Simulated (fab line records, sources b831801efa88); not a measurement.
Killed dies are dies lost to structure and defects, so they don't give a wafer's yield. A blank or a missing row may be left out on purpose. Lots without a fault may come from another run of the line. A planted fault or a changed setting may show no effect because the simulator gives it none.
Which tool did it? | flow sky130 | 12 lots, 36 wafers sampled, at 3 steps of a route of 708

WHAT THE GAUGES READ, wafer by wafer
SKY_PASSIVATION_THK_MEAS_01.
lot  | measured     | on            | PASSIVATION_CVD_00_THK (nm)
L592 | day 44 03:22 | film_metro-01 | 91.6 90.0 91.0
L593 | day 44 13:44 | film_metro-03 | 89.0 88.5 90.4
L594 | day 45 01:24 | film_metro-03 | 91.6 89.9 91.5
L595 | day 45 04:18 | film_metro-04 | 89.4 90.6 88.9
L596 | day 45 04:56 | film_metro-04 | 90.5 91.0 91.1
L601 | day 46 18:41 | film_metro-03 | 90.1 88.7 92.7
L603 | day 47 06:47 | film_metro-03 | 90.5 90.2 92.0
L606 | day 47 12:53 | film_metro-04 | 90.1 91.6 90.5
L609 | day 48 09:20 | film_metro-01 | 90.8 90.5 92.1
L612 | day 48 19:52 | film_metro-04 | 90.2 89.7 91.8
L613 | day 49 04:06 | film_metro-04 | 88.9 89.9 91.0
L614 | day 49 11:14 | film_metro-03 | 89.9 89.4 89.4

WHICH TOOL RAN EACH LOT (tool, then ch and the chambers of the sampled wafers, then the start)
lot  | SKY_CAP2M_METAL_ETCH_13           | SKY_METAL4_CLEAN_21
L592 | rie_metal-04 ch 0,1, day 41 01:04 | wet_bench-04 ch 3, day 42 02:53
L593 | rie_metal-04 ch 0,1, day 41 12:15 | wet_bench-02 ch 3, day 42 13:41
L594 | rie_metal-02 ch 0, day 42 01:58   | wet_bench-03 ch 1, day 43 02:26
L595 | rie_metal-04 ch 0,1, day 42 04:38 | wet_bench-04 ch 2, day 43 05:12
L596 | rie_metal-01 ch 0,1, day 42 05:37 | wet_bench-02 ch 1, day 43 06:09
L601 | rie_metal-02 ch 0,1, day 43 21:43 | wet_bench-02 ch 3, day 44 21:28
L603 | rie_metal-01 ch 0,1, day 44 11:03 | wet_bench-02 ch 3, day 45 10:16
L606 | rie_metal-02 ch 0,1, day 44 17:27 | wet_bench-02 ch 0, day 45 16:35
L609 | rie_metal-02 ch 0, day 45 16:40   | wet_bench-03 ch 3, day 46 14:32
L612 | rie_metal-02 ch 0,1, day 46 02:25 | wet_bench-03 ch 3, day 47 01:14
L613 | rie_metal-01 ch 0,1, day 46 12:31 | wet_bench-04 ch 0, day 47 10:23
L614 | rie_metal-04 ch 0, day 46 21:31   | wet_bench-03 ch 1, day 47 19:22
- SKY_CAP2M_METAL_ETCH_13: etches TiN in Cl2/BCl3, stops on SiO2, target depth 220 nm, time 62.9 s.
- SKY_METAL4_CLEAN_21: cleans in IPA, time 180 s.

WHAT THE TOOLS THEMSELVES READ (means of the sampled wafers that have a number; where no wafer has one, the mark that the record gives instead)
SKY_CAP2M_METAL_ETCH_13.
lot  | tool         | chamber_pressure_mTorr (mTorr) | drypump_motor_current_A (A) | oes_product_au (a.u.) | throttle_valve_pct (%)
L592 | rie_metal-04 | 9.997                          | 5.40                        | 0.937                 | 21.901
L593 | rie_metal-04 | 10.005                         | 5.39                        | 0.942                 | 21.899
L594 | rie_metal-02 | 9.996                          | 5.73                        | 0.953                 | 21.898
L595 | rie_metal-04 | 10.004                         | 5.38                        | 0.954                 | 21.896
L596 | rie_metal-01 | 10.003                         | 5.58                        | 0.938                 | 21.906
L601 | rie_metal-02 | 9.997                          | 5.23                        | 0.947                 | 21.899
L603 | rie_metal-01 | 10.000                         | 5.59                        | 0.944                 | 21.905
L606 | rie_metal-02 | 9.995                          | 5.22                        | 0.942                 | 21.904
L609 | rie_metal-02 | 9.998                          | 5.70                        | 0.939                 | 21.904
L612 | rie_metal-02 | 10.009                         | 5.47                        | 0.938                 | 21.905
L613 | rie_metal-01 | 9.995                          | 5.59                        | 0.938                 | 21.891
L614 | rie_metal-04 | 10.005                         | 5.28                        | 0.940                 | 21.901

THE ANSWER, worked out from the rows above alone
Rule: what is usual is taken from the lots themselves. Put in order of their means at a reading, lots are off if they are a third of the lots or fewer, leave a main group of 4 or more, and stand apart from it by a gap of 3 or more times the standard deviation of the main group's means; of several such gaps the widest counts. A main group whose means are all the same, to the digits that the tables above print for the reading, isn't used. A lot without any number at a reading at which 4 lots or more have one is off too. The other lots that the step has rows for count as sound. The gauges are gone through in route order, then the tools' own readings, and for those a lot's mean is taken as printed above. The first step at which some lot is off is used, and at that step the reading that is off furthest; a lot without a number counts as furthest.
No lot is off at any reading shown: from this, nothing can be told.

WHAT THE SIMULATOR HAD PUT IN
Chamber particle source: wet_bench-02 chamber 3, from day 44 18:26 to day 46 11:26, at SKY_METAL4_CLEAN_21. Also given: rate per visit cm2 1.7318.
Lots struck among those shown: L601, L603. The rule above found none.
